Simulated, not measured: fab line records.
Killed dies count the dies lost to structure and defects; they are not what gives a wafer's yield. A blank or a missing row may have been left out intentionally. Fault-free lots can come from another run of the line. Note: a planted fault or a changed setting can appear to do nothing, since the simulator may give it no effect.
Code-filled problem report in 8D (eight disciplines) form | flow sky130 | the parts of the form that need people (team, actions taken, sign-off) are left out

== 1. WHAT WENT WRONG ==
Mean of killed_at_contacts at SKY_PAD_OPEN_PROBE_99: 62 across 3 wafers in 2 lots; on wafers with no fault it is 24 (standard deviation 5.9). Measured from the usual mean, that is +6.5 standard deviations.
Earliest sighting: wafer L683.1 on prober-02 at day 49 08:53. The record has a number at this step for 12 wafers belonging to 4 lots. The rule behind "out" and "out of limits": a value lying over 4 standard deviations away from the usual mean. The rest of the wafers with a number are treated as sound.

== 2. WHAT THIS IS AND IS NOT ==
question                    | is                     | is not
which readings at this step | killed_at_contacts     | killed_at_front_end, killed_at_other, killed_open, killed_short
which lots                  | L683, L686             | L671, L693
which wafers of those lots  | L683.1, L686.3, L686.5 | L683.3, L683.5, L686.6
read on which tools         | prober-01, prober-02   | -
when                        | from day 49 08:53      | up to then (3 sound wafers); but 6 sound wafers of L683, L686, L693 came after

== 3. SUSPECTS, AND WHAT RULES EACH OUT ==
Counting: any tool at a process step up to the reading remains a suspect provided it ran every lot that is out. Sound lots after the first of them don't rule it out here, since some wafers of a struck lot are sound.
- rie_metal-03 at SKY_LOCAL_INTERCONNECT_METAL_ETCH_14 (etches TiN in Cl2/BCl3, stops on PSG, target depth 110 nm, time 31.4 s): kept. It ran every lot that is out, first L683 (day 35 08:20).
- The sound lot-mates ran in chamber 1 of rie_metal-03 at SKY_LOCAL_INTERCONNECT_METAL_ETCH_14, but the wafers that are out ran in chamber 0.
After counting, what remains is rie_metal-03 at SKY_LOCAL_INTERCONNECT_METAL_ETCH_14.

== 4. THE CAUSE (what the simulator had put in) ==
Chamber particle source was rie_metal-03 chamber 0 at SKY_LOCAL_INTERCONNECT_METAL_ETCH_14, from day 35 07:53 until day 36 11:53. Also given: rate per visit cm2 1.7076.
The count eliminated every tool but this one.

== 5. SEQUENCE OF EFFECTS, ordered by route ==
Rows list readings where the struck wafers' mean (over those with a number) sits beyond 3 standard deviations from the usual. Only readings for which the record gives a usual standard deviation are gone through. hours: the time from each lot's start at the first step in this table that gives one to its start at this step, as a median over the lots. sigmas: the change in usual standard deviations.
hours | step                  | reading            | usual | on struck wafers | change | sigmas
0     | SKY_PAD_OPEN_PROBE_99 | killed_at_contacts | 24    | 62               | +38    | +6.5
0     | SKY_PAD_OPEN_PROBE_99 | killed_dies        | 86    | 115              | +29    | +3.1
Process steps it contains:
- SKY_PAD_OPEN_PROBE_99

== 6. WHAT WOULD HAVE CAUGHT IT SOONER ==
First out-of-limits reading in this record: day 49 08:53, which is 337 hours after fault onset at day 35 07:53.
Of the tool readings at SKY_LOCAL_INTERCONNECT_METAL_ETCH_14 for which the record gives a usual standard deviation, none was out on any struck wafer, so an alarm limit of 4 standard deviations on them would not have fired.
By day 49 08:53, every lot that is out (2) had started SKY_LOCAL_INTERCONNECT_METAL_ETCH_14 on rie_metal-03. Had the tool been put on hold then, not one of them would have been saved.
